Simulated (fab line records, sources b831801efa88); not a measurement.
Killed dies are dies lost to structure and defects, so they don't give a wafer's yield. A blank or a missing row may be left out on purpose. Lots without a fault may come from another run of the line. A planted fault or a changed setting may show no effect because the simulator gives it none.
Split-lot experiment | flow gf180mcu | 5 lots, 23 wafers read, on a route of 602 steps

THE SPLIT
At GF_VT_IMPLANT_IMPLANT_19, the setting dose_cm2 was moved away from the recipe's 4.35e+12 on 7 of the 23 wafers read, by +11.9% to +13.7%. The other wafers ran this setting at the recipe's value.

FROM THE SPLIT TO THE READING: what the file shows between them, 1 step
- GF_VT_IMPLANT_STRIP_20: strips in O2/N2

THE READING
VT_IMPLANT_2_TW, at GF_VT_IMPLANT_TW_MEAS_21. Fault-free wafers of this fab line usually give 1220, standard deviation 7.

wafer  | tool, chamber at the split | dose_cm2 as run | against the recipe | VT_IMPLANT_2_TW | against lot-mates on the recipe
L075.1 | implanter-02, 0            | 4.894e+12       | +12.5%             | 1270            | +46
L075.2 | implanter-02, 0            | 4.35e+12        | recipe             | 1224            | -
L075.3 | implanter-02, 0            | 4.35e+12        | recipe             | 1219            | -
L075.5 | implanter-02, 0            | 4.35e+12        | recipe             | 1229            | -
L075.6 | implanter-02, 0            | 4.894e+12       | +12.5%             | 1267            | +43
L076.1 | implanter-03, 0            | 4.867e+12       | +11.9%             | 1264            | +34
L076.2 | implanter-03, 0            | 4.867e+12       | +11.9%             | 1271            | +41
L076.3 | implanter-03, 0            | 4.867e+12       | +11.9%             | 1264            | +34
L076.5 | implanter-03, 0            | 4.35e+12        | recipe             | 1231            | -
L076.6 | implanter-03, 0            | 4.35e+12        | recipe             | 1229            | -
L079.1 | implanter-01, 0            | 4.35e+12        | recipe             | 1221            | -
L079.2 | implanter-01, 0            | 4.945e+12       | +13.7%             | 1275            | +54
L079.3 | implanter-01, 0            | 4.945e+12       | +13.7%             | 1279            | +58
L079.4 | implanter-01, 0            | 4.35e+12        | recipe             | 1222            | -
L079.5 | implanter-01, 0            | 4.35e+12        | recipe             | 1220            | -
L080.1 | implanter-03, 0            | 4.35e+12        | recipe             | 1229            | -
L080.2 | implanter-03, 0            | 4.35e+12        | recipe             | 1226            | -
L080.6 | implanter-03, 0            | 4.35e+12        | recipe             | 1222            | -
L085.1 | implanter-02, 0            | 4.35e+12        | recipe             | 1210            | -
L085.2 | implanter-02, 0            | 4.35e+12        | recipe             | 1208            | -
L085.4 | implanter-02, 0            | 4.35e+12        | recipe             | 1211            | -
L085.5 | implanter-02, 0            | 4.35e+12        | recipe             | 1209            | -
L085.6 | implanter-02, 0            | 4.35e+12        | recipe             | 1214            | -

THE FIT
A straight line over all 23 wafers: VT_IMPLANT_2_TW changes by +3.97 for each +1% of dose_cm2; r = +0.96; the points scatter about the line by 6.8.
The same after taking each lot's own level away (the mean of its wafers on the recipe; 23 wafers): +3.56 for each +1%; r = +0.98; scatter 4.1.
On that fit, the largest move of dose_cm2 shifts the reading by 49.
The lots' own levels span 1210.4 to 1230.0, that is 2.8 times the standard deviation above.
So the lot-to-lot level changes the slope: the two fits differ.
Check: with one of the wafers moved furthest among these (+13.7%) left out of the fit, the line predicts +47.4 for it against its lot-mates. It came out at +54 against them.

OTHER SPLITS ON THESE WAFERS
These wafers also went through other splits before the reading. Each is held against what the fit with the lots' levels taken away leaves over:
other split on the same wafers | wafers away from the commonest value | r with VT_IMPLANT_2_TW (lot level and that fit taken away)
GF_STI_CVD_03 temp_c           | 15                                   | -0.12
GF_STI_PEB_10 peb_temp_c       | 11                                   | -0.22
GF_STI_CVD_23 sih4_flow_sccm   | 6                                    | -0.06
GF_STI_OXIDATION_29 ox_time_s  | 15                                   | -0.35
GF_VT_IMPLANT_COAT_13 spin_rpm | 6                                    | -0.19

THE FILE'S OWN FIT
VT_IMPLANT_2_TW changes by +3.62 for each +1% of dose_cm2, r = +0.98.
